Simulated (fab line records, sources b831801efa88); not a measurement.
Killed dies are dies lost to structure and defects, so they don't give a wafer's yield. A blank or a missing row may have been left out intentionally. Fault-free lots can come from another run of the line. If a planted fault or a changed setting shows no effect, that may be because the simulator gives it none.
The tool behind it: which one? + flow gf180mcu + 42 wafers from 14 lots sampled at 4 of the route's 602 steps

## WHAT THE GAUGES READ, wafer by wafer
GF_NWELL_OVL_MEAS_07. Usual: NWELL_OVL 0.0 nm, standard deviation 1.3.
| lot  | measured    | on         | NWELL_OVL (nm) | flag |
|------|-------------|------------|----------------|------|
| L319 | day 3 13:44 | overlay-02 | 1.1 -0.7 -0.2  |      |
| L320 | day 3 21:38 | overlay-01 | 0.7 -0.3 -2.1  |      |
| L321 | day 4 04:17 | overlay-01 | -0.7 0.8 0.0   |      |
| L322 | day 4 07:15 | overlay-01 | 0.1 -0.2 0.3   |      |
| L323 | day 4 10:02 | overlay-01 | 0.5 1.4 -0.8   |      |
| L324 | day 4 20:08 | overlay-01 | 0.6 0.4 0.4    |      |
| L326 | day 5 02:29 | overlay-02 | 0.9 -0.9 0.6   |      |
| L327 | day 5 08:02 | overlay-01 | 0.4 -0.6 0.4   |      |
| L328 | day 5 14:47 | overlay-01 | -0.5 1.1 -1.7  |      |
| L329 | day 5 19:53 | overlay-02 | 1.5 2.1 1.6    |      |
| L330 | day 6 04:05 | overlay-02 | 0.6 0.7 2.0    |      |
| L338 | day 7 22:24 | overlay-02 | 1.5 0.6 -0.5   |      |
| L340 | day 8 10:54 | overlay-02 | 1.3 0.5 -1.9   |      |
| L341 | day 8 14:02 | overlay-02 | -0.6 -1.6 2.0  |      |

GF_SAB_CD_MEAS_09: target cd 420 nm. Usual: 420.3 nm for cdNm, sd 2.4.
| lot  | measured     | on       | cdNm (nm)         | flag |
|------|--------------|----------|-------------------|------|
| L319 | day 15 16:41 | cdSem-01 | 421.3 421.4 419.9 |      |
| L320 | day 16 05:35 | cdSem-02 | 416.7 420.4 419.3 |      |
| L321 | day 16 19:22 | cdSem-01 | 423.0 422.9 423.7 |      |
| L322 | day 16 21:30 | cdSem-01 | 420.7 423.2 419.9 |      |
| L323 | day 17 02:46 | cdSem-01 | 422.9 422.2 422.1 |      |
| L324 | day 17 22:59 | cdSem-01 | 422.9 423.1 422.6 |      |
| L326 | day 18 04:46 | cdSem-01 | 424.8 421.9 423.8 |      |
| L327 | day 18 13:46 | cdSem-01 | 419.8 419.8 417.8 |      |
| L328 | day 19 01:46 | cdSem-02 | 421.6 421.2 421.7 |      |
| L329 | day 19 09:08 | cdSem-02 | 422.5 424.2 421.9 |      |
| L330 | day 19 20:47 | cdSem-01 | 420.6 422.3 420.2 |      |
| L338 | day 23 01:41 | cdSem-01 | 420.1 422.7 421.0 |      |
| L340 | day 23 10:34 | cdSem-01 | 421.0 422.8 419.5 |      |
| L341 | day 23 20:46 | cdSem-02 | 417.2 417.4 417.6 |      |

GF_CONTACT_THK_MEAS_03. Usual: CONTACT_CVD_02_THK 859 nm, standard deviation 12.
| lot  | measured     | on           | CONTACT_CVD_02_THK (nm) | flag |
|------|--------------|--------------|-------------------------|------|
| L319 | day 15 17:52 | filmMetro-02 | 848 858 866             |      |
| L320 | day 16 06:53 | filmMetro-01 | 828 839 860             |      |
| L321 | day 16 20:34 | filmMetro-02 | 853 858 867             |      |
| L322 | day 16 22:42 | filmMetro-04 | 858 869 868             |      |
| L323 | day 17 03:58 | filmMetro-02 | 845 834 854             |      |
| L324 | day 18 00:11 | filmMetro-01 | 857 858 862             |      |
| L326 | day 18 05:59 | filmMetro-02 | 851 873 863             |      |
| L327 | day 18 14:57 | filmMetro-04 | 852 864 858             |      |
| L328 | day 19 02:59 | filmMetro-04 | 869 884 891             |      |
| L329 | day 19 10:19 | filmMetro-02 | 847 867 868             |      |
| L330 | day 19 21:58 | filmMetro-01 | 849 864 866             |      |
| L338 | day 23 02:53 | filmMetro-02 | 861 867 866             |      |
| L340 | day 23 11:44 | filmMetro-04 | 847 877 874             |      |
| L341 | day 23 21:57 | filmMetro-02 | 850 859 868             |      |

## EACH LOT AND THE TOOL THAT RAN IT (in order: tool; ch and the chambers of the sampled wafers; start)
| lot  | GF_STI_WET_ETCH_17            |
|------|-------------------------------|
| L319 | wetBench-02 ch 1, day 2 07:32 |
| L320 | wetBench-01 ch 1, day 2 12:37 |
| L321 | wetBench-02 ch 1, day 2 18:04 |
| L322 | wetBench-03 ch 3, day 2 22:31 |
| L323 | wetBench-01 ch 2, day 3 03:43 |
| L324 | wetBench-03 ch 2, day 3 11:34 |
| L326 | wetBench-01 ch 1, day 3 18:58 |
| L327 | wetBench-02 ch 1, day 4 00:04 |
| L328 | wetBench-01 ch 0, day 4 05:07 |
| L329 | wetBench-03 ch 1, day 4 09:52 |
| L330 | wetBench-03 ch 2, day 4 16:01 |
| L338 | wetBench-03 ch 0, day 6 09:31 |
| L340 | wetBench-03 ch 3, day 6 21:58 |
| L341 | wetBench-01 ch 1, day 7 00:58 |
- GF_STI_WET_ETCH_17: etches Si3N4 in H3PO4, target depth 45 nm, time 514 s.

## AS READ BY THE TOOLS THEMSELVES (means over the sampled wafers that have a number; for cases with no such wafer, the mark the record gives instead)
GF_STI_WET_ETCH_17. Usual: bathGuardTempC 159.9 C, standard deviation 0.55; bathHeatDutyPct 26.5 %, standard deviation 2.5; tempC 160.02 C, standard deviation 0.16.
| lot  | tool        | bathGuardTempC (C) | bathHeatDutyPct (%) | tempC (C) | flag |
|------|-------------|--------------------|---------------------|-----------|------|
| L319 | wetBench-02 | 160.3              | 26.5                | 159.90    |      |
| L320 | wetBench-01 | 160.0              | 29.5                | 160.17    |      |
| L321 | wetBench-02 | 160.5              | 27.6                | 160.01    |      |
| L322 | wetBench-03 | 159.0              | 30.0                | 159.91    |      |
| L323 | wetBench-01 | 159.3              | 23.2                | 159.83    |      |
| L324 | wetBench-03 | 160.4              | 25.1                | 160.05    |      |
| L326 | wetBench-01 | 159.9              | 28.8                | 159.98    |      |
| L327 | wetBench-02 | 160.5              | 26.8                | 159.95    |      |
| L328 | wetBench-01 | 159.4              | 24.7                | 160.03    |      |
| L329 | wetBench-03 | 159.6              | 25.4                | 160.23    |      |
| L330 | wetBench-03 | 160.5              | 24.7                | 159.90    |      |
| L338 | wetBench-03 | 156.5              | 22.7                | 156.33    | OFF  |
| L340 | wetBench-03 | 155.4              | 28.6                | 156.23    | OFF  |
| L341 | wetBench-01 | 159.8              | 28.9                | 159.97    |      |

## THE ANSWER, worked out from the rows above alone
Rule: a lot is off if the mean of its wafers that have a number lies more than 3 standard deviations from the usual mean. A lot without any number at a reading at which 4 lots or more have one is off too. All remaining lots with rows at the step are treated as sound. First the gauges in route order, then the tools' own readings, where a lot's mean is used as printed above. The first step at which some lot is off is used, and at that step the reading that is off furthest; a lot without a number counts as furthest.
Off: L338, L340, at GF_STI_WET_ETCH_17 (tempC).
A tool fits if, at that step or a process step before it, it ran every lot that is off, and no sound lot after the first of them. One fits: GF_STI_WET_ETCH_17 on wetBench-03. A fault onset in the window from L330 (day 4 16:01, its last sound lot) to L338 (day 6 09:31, its first lot off) fits.
The tool's own readings at GF_STI_WET_ETCH_17 bear it out: on the lots that are off they differ by more than 5 times the standard deviation of the sound lots' means. bathGuardTempC reads 155.9 C there against 159.9 C on the sound lots; tempC reads 156.28 C there against 159.99 C on the sound lots.

## WHAT THE SIMULATOR PUT IN
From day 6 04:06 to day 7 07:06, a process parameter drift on wetBench-03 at GF_STI_WET_ETCH_17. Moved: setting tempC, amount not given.
Struck lots among those shown: L338, L340. This agrees with what the rule above found.
